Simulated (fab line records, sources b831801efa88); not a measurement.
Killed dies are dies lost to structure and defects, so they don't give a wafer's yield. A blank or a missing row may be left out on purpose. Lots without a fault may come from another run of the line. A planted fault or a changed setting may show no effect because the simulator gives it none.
Which tool did it? | flow sky130 | 13 lots, 39 wafers sampled, at 4 steps of a route of 708

WHAT THE GAUGES READ, wafer by wafer
SKY_NWELL_TW_MEAS_26.
lot  | measured     | on            | NWELL_2_TW
L681 | day 5 13:17  | film_metro-03 | 502 501 504
L686 | day 6 17:42  | film_metro-04 | 486 484 485
L687 | day 7 02:44  | film_metro-01 | 497 496 497
L688 | day 7 08:18  | film_metro-04 | 485 483 487
L692 | day 8 09:06  | film_metro-03 | 503 501 503
L693 | day 8 14:20  | film_metro-04 | 491 489 489
L697 | day 9 13:50  | film_metro-04 | 487 486 486
L698 | day 9 18:20  | film_metro-03 | 504 503 501
L699 | day 10 01:35 | film_metro-01 | 496 493 494
L700 | day 10 06:56 | film_metro-04 | 488 490 491
L701 | day 10 13:35 | film_metro-01 | 495 496 493
L702 | day 10 18:47 | film_metro-04 | 488 490 487
L703 | day 10 22:12 | film_metro-01 | 497 497 496

SKY_VT_ADJUST_LVTN_OVL_MEAS_07.
lot  | measured     | on         | VT_ADJUST_LVTN_OVL (nm)
L681 | day 7 04:04  | overlay-02 | 0.7 -1.1 1.0
L686 | day 8 09:23  | overlay-01 | 0.2 0.5 -0.1
L687 | day 8 18:56  | overlay-01 | 1.7 1.4 0.7
L688 | day 9 01:40  | overlay-02 | -1.1 0.0 1.2
L692 | day 10 04:13 | overlay-02 | 0.4 -0.9 -1.6
L693 | day 10 10:36 | overlay-02 | -2.1 -0.9 -2.0
L697 | day 11 10:13 | overlay-02 | -0.8 -0.4 0.2
L698 | day 11 16:51 | overlay-02 | 0.1 -1.2 -1.1
L699 | day 12 00:01 | overlay-02 | -2.2 -2.1 -2.0
L700 | day 12 05:46 | overlay-02 | 0.5 1.8 0.9
L701 | day 12 13:13 | overlay-02 | -0.9 -0.4 1.0
L702 | day 12 18:09 | overlay-02 | 1.1 -0.2 0.9
L703 | day 12 22:19 | overlay-01 | 0.0 -0.5 1.3

SKY_VT_ADJUST_NCORE_CD_MEAS_07: target cd 380 nm.
lot  | measured     | on        | cd_nm (nm)
L681 | day 8 20:31  | cd_sem-02 | 382.6 385.2 382.9
L686 | day 10 08:40 | cd_sem-01 | 381.0 382.0 378.3
L687 | day 10 14:34 | cd_sem-01 | 378.1 376.2 376.6
L688 | day 10 21:46 | cd_sem-02 | 377.1 377.6 377.9
L692 | day 12 02:01 | cd_sem-02 | 378.1 381.9 381.8
L693 | day 12 09:00 | cd_sem-01 | 378.4 378.8 379.3
L697 | day 13 10:33 | cd_sem-02 | 381.0 381.3 379.5
L698 | day 13 17:09 | cd_sem-02 | 380.1 380.9 381.2
L699 | day 14 02:11 | cd_sem-02 | 383.8 380.6 383.6
L700 | day 14 06:58 | cd_sem-01 | 378.1 378.8 379.0
L701 | day 14 16:22 | cd_sem-02 | 381.3 377.9 379.5
L702 | day 14 20:42 | cd_sem-02 | 385.9 387.1 386.2
L703 | day 15 02:37 | cd_sem-02 | 381.7 381.3 382.5

WHICH TOOL RAN EACH LOT (tool, then ch and the chambers of the sampled wafers, then the start)
lot  | SKY_VT_ADJUST_NCORE_COAT_02
L681 | litho_track-03 ch 0, day 8 10:00
L686 | litho_track-04 ch 0, day 9 21:17
L687 | litho_track-03 ch 0, day 10 03:48
L688 | litho_track-03 ch 0, day 10 10:48
L692 | litho_track-01 ch 0, day 11 13:31
L693 | litho_track-04 ch 0, day 11 20:36
L697 | litho_track-04 ch 0, day 12 21:53
L698 | litho_track-03 ch 0, day 13 04:37
L699 | litho_track-01 ch 0, day 13 13:29
L700 | litho_track-03 ch 0, day 13 17:52
L701 | litho_track-01 ch 0, day 14 03:26
L702 | litho_track-04 ch 0, day 14 07:27
L703 | litho_track-04 ch 0, day 14 12:32
- SKY_VT_ADJUST_NCORE_COAT_02: resist thk 1140 nm.

WHAT THE TOOLS THEMSELVES READ (means of the sampled wafers that have a number; where no wafer has one, the mark that the record gives instead)
SKY_VT_ADJUST_NCORE_COAT_02.
lot  | tool           | spin_speed_rpm (rpm)
L681 | litho_track-03 | 3002.2
L686 | litho_track-04 | 3001.6
L687 | litho_track-03 | 2946.7
L688 | litho_track-03 | 2950.1
L692 | litho_track-01 | 2999.8
L693 | litho_track-04 | 2999.4
L697 | litho_track-04 | 2999.1
L698 | litho_track-03 | 2999.9
L699 | litho_track-01 | 3001.2
L700 | litho_track-03 | 3004.3
L701 | litho_track-01 | 2999.1
L702 | litho_track-04 | 2998.8
L703 | litho_track-04 | 2999.0

THE ANSWER, worked out from the rows above alone
Rule: what is usual is taken from the lots themselves. Put in order of their means at a reading, lots are off if they are a third of the lots or fewer, leave a main group of 4 or more, and stand apart from it by a gap of 3 or more times the standard deviation of the main group's means; of several such gaps the widest counts. A main group whose means are all the same, to the digits that the tables above print for the reading, isn't used. A lot without any number at a reading at which 4 lots or more have one is off too. The other lots that the step has rows for count as sound. The gauges are gone through in route order, then the tools' own readings, and for those a lot's mean is taken as printed above. The first step at which some lot is off is used, and at that step the reading that is off furthest; a lot without a number counts as furthest.
Off: L687, L688, at SKY_VT_ADJUST_NCORE_COAT_02 (spin_speed_rpm). The main group: mean 3000.4 rpm, standard deviation 1.7.
A tool fits if, at that step or a process step before it, it ran every lot that is off, and no sound lot after the first of them. None of those tried fits.

WHAT THE SIMULATOR HAD PUT IN
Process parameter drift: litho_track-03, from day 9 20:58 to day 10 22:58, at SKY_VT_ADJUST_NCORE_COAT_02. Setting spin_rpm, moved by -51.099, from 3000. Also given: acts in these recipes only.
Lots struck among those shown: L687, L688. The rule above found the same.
